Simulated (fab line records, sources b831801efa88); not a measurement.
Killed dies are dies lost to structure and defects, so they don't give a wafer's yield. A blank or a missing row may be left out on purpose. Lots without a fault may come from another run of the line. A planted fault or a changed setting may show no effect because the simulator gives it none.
Tool commonality check | flow gf180mcu | 10 lots, 30 wafers sampled

WHY IT WAS OPENED
At GF_VT_IMPLANT_OVL_MEAS_29 the reading VT_IMPLANT_02_OVL is flagged on 2 of 10 lots. Wafers without a fault read 1.0 nm, standard deviation 1.4.
Rule: a lot is flagged when every wafer of it that has a number lies more than 4 standard deviations from that mean, or none has a number. The other lots count as sound.

lot  | measured     | on         | VT_IMPLANT_02_OVL (nm), wafer by wafer | flag
L965 | day 6 21:26  | overlay-01 | 1.2 -0.4 1.3                           |
L966 | day 7 09:26  | overlay-02 | -1.0 -0.8 -0.1                         |
L970 | day 8 13:32  | overlay-02 | 0.6 0.4 -0.2                           |
L974 | day 9 11:31  | overlay-02 | 289.4 291.0 289.7                      | FLAGGED
L976 | day 9 23:34  | overlay-02 | 291.3 289.4 289.2                      | FLAGGED
L978 | day 10 13:29 | overlay-01 | 1.9 2.2 2.0                            |
L980 | day 11 00:40 | overlay-01 | -2.1 0.4 -0.9                          |
L983 | day 11 22:44 | overlay-01 | -0.2 0.3 1.4                           |
L985 | day 12 10:58 | overlay-02 | 3.0 3.5 3.7                            |
L987 | day 13 00:23 | overlay-01 | -0.2 -1.9 -1.6                         |
The numbers of the flagged lots are 290.0 nm on average: +289.0 nm against the usual, or +99 or more standard deviations.

WHICH TOOL RAN EACH LOT
The record holds 2 process steps before the reading, out of a route of 602 steps. In each cell: the tool, then ch and the chambers that the sampled wafers went through, then the start.
lot  | flag    | GF_VT_IMPLANT_STRIP_20               | GF_VT_IMPLANT_EXPOSE_26
L965 |         | plasma_asher-04 ch 0,1, day 6 06:14  | iline_stepper-02 ch 0, day 6 13:44
L966 |         | plasma_asher-03 ch 0,1, day 6 17:26  | iline_stepper-02 ch 0, day 7 01:25
L970 |         | plasma_asher-03 ch 0,1, day 7 21:16  | iline_stepper-01 ch 0, day 8 05:38
L974 | FLAGGED | plasma_asher-02 ch 0,1, day 8 17:34  | iline_stepper-02 ch 0, day 9 02:28
L976 | FLAGGED | plasma_asher-03 ch 0,1, day 9 06:00  | iline_stepper-02 ch 0, day 9 14:57
L978 |         | plasma_asher-02 ch 0,1, day 9 19:04  | iline_stepper-01 ch 0, day 10 04:25
L980 |         | plasma_asher-02 ch 1, day 10 06:52   | iline_stepper-01 ch 0, day 10 15:57
L983 |         | plasma_asher-02 ch 0,1, day 11 03:34 | iline_stepper-01 ch 0, day 11 13:37
L985 |         | plasma_asher-04 ch 0,1, day 11 15:43 | iline_stepper-01 ch 0, day 12 01:03
L987 |         | plasma_asher-03 ch 0,1, day 12 04:21 | iline_stepper-01 ch 0, day 12 14:28
What these steps do:
- GF_VT_IMPLANT_STRIP_20: strips in O2/N2.
- GF_VT_IMPLANT_EXPOSE_26: exposes mask LVPWELL HV AREA, target cd 860 nm.
- GF_VT_IMPLANT_OVL_MEAS_29

FLAGGED OVER TOTAL, TOOL BY TOOL (the gauges that took the reading come last)
step                      | tool             | lots run | flagged | share of the flagged lots | sound lots run after its first flagged lot
GF_VT_IMPLANT_STRIP_20    | plasma_asher-02  | 4        | 1       | some                      | 3 (L978,L980,L983)
GF_VT_IMPLANT_STRIP_20    | plasma_asher-03  | 4        | 1       | some                      | 1 (L987)
GF_VT_IMPLANT_STRIP_20    | plasma_asher-04  | 2        | 0       | none                      | -
GF_VT_IMPLANT_EXPOSE_26   | iline_stepper-01 | 6        | 0       | none                      | -
GF_VT_IMPLANT_EXPOSE_26   | iline_stepper-02 | 4        | 2       | all                       | 0
GF_VT_IMPLANT_OVL_MEAS_29 | overlay-01       | 5        | 0       | none                      | -
GF_VT_IMPLANT_OVL_MEAS_29 | overlay-02       | 5        | 2       | all                       | 1 (L985)

WHAT THE TABLE ALLOWS
2 rows of the table ran every flagged lot: iline_stepper-02 at GF_VT_IMPLANT_EXPOSE_26, overlay-02 at GF_VT_IMPLANT_OVL_MEAS_29.
- iline_stepper-02 at GF_VT_IMPLANT_EXPOSE_26: 2 of its 4 lots flagged. Its last sound lot is L966 (day 7 01:25), its first flagged lot L974 (day 9 02:28): a fault that began between those two fits.
- overlay-02 at GF_VT_IMPLANT_OVL_MEAS_29: 2 of its 5 lots flagged. Sound lots ran on it after the first flagged one (L985), which a lasting fault on the whole tool wouldn't allow.
One tool is left: iline_stepper-02 at GF_VT_IMPLANT_EXPOSE_26.

WHAT THE SIMULATOR HAD PUT IN
Scanner matching overlay: iline_stepper-02, from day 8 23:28 on, at GF_VT_IMPLANT_EXPOSE_26. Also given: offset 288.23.
Lots struck among those shown: L974, L976. The rule above found the same.
